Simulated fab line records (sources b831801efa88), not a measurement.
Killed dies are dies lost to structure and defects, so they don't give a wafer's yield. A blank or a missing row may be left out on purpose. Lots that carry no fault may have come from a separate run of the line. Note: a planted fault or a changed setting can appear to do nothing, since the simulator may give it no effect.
Problem report, 8D (eight disciplines) form, completed by code	flow sky130	the parts of the form that need people (team, actions taken, sign-off) are left out

== 1. THE PROBLEM ==
At SKY_PAD_OPEN_PROBE_99, killed-at-front-end averages 69 over 6 wafers from 2 lots, while fault-free wafers read 15, standard deviation 3.9. Relative to the usual mean, that is a shift of +14 standard deviations.
Earliest sighting: wafer L157.2 on prober-02 at day 46 15:38. The record holds 20 wafers of 7 lots with a number at this step. By rule, "out" or "out of limits" means more than 4 standard deviations away from the usual mean. The rest of the wafers with a number are treated as sound.

== 2. WHAT THIS IS AND IS NOT ==
question	is	is not
which readings at this step	killed-at-front-end, killed-dies	killed_at_M0_to_M3, killed_at_M4_up, killed-at-contacts, killed-at-other, killed-open, killed-short
which lots	L157, L158	L153, L154, L167, L170, L174
which wafers of those lots	all that have a number	-
read on which tools	prober-01, prober-02	-
when	from day 46 15:38	up to then (6 sound wafers); but 8 sound wafers of L167, L170, L174 came after

== 3. SUSPECTS, AND WHAT RULES EACH OUT ==
Counting: a tool stays on the suspect list if, at a process step up to the reading, it processed all lots that are out and no sound lot following the first of them.
- lpcvd-03 at SKY_SONOS_ONO_CVD_04 (deposits SiO2 from SiH4/N2O, target thk 5.7199 nm): ruled out as a lasting fault. The sound lots L167, L170, L174 went through it after L157, its earliest lot that is out (day 12 12:39).
Left after counting: nothing in the record.

== 4. THE CAUSE (what the simulator had put in) ==
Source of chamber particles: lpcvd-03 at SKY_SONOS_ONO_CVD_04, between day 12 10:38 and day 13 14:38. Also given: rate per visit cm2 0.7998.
Counting ruled it out, wrongly: the rule takes a fault to strike every lot that its tool runs from its start on, and this one did not.

== 5. THE EFFECT CHAIN, in route order ==
Each row: a reading where the mean over the struck wafers with a number is more than 3 standard deviations away from the usual. Only readings for which the record gives a usual standard deviation are gone through. hours: the time from each lot's start at the first step in this table that gives one to its start at this step, as a median over the lots. sigmas: the change in usual standard deviations.
hours	step	reading	usual	on struck wafers	change	sigmas
0	SKY_PAD_OPEN_PROBE_99	killed-at-front-end	15	69	+54	+14
0	SKY_PAD_OPEN_PROBE_99	killed-dies	86	142	+56	+5.9
Here are the process steps it includes:
- SKY_PAD_OPEN_PROBE_99

== 6. HOW IT WOULD HAVE BEEN CAUGHT EARLIER ==
In this record the first reading out of limits was taken at day 46 15:38, 821 hours after the fault began at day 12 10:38.
No tool reading at SKY_SONOS_ONO_CVD_04 that has a usual standard deviation in the record was out on any struck wafer, so an alarm limit of 4 standard deviations on those readings would not have fired.
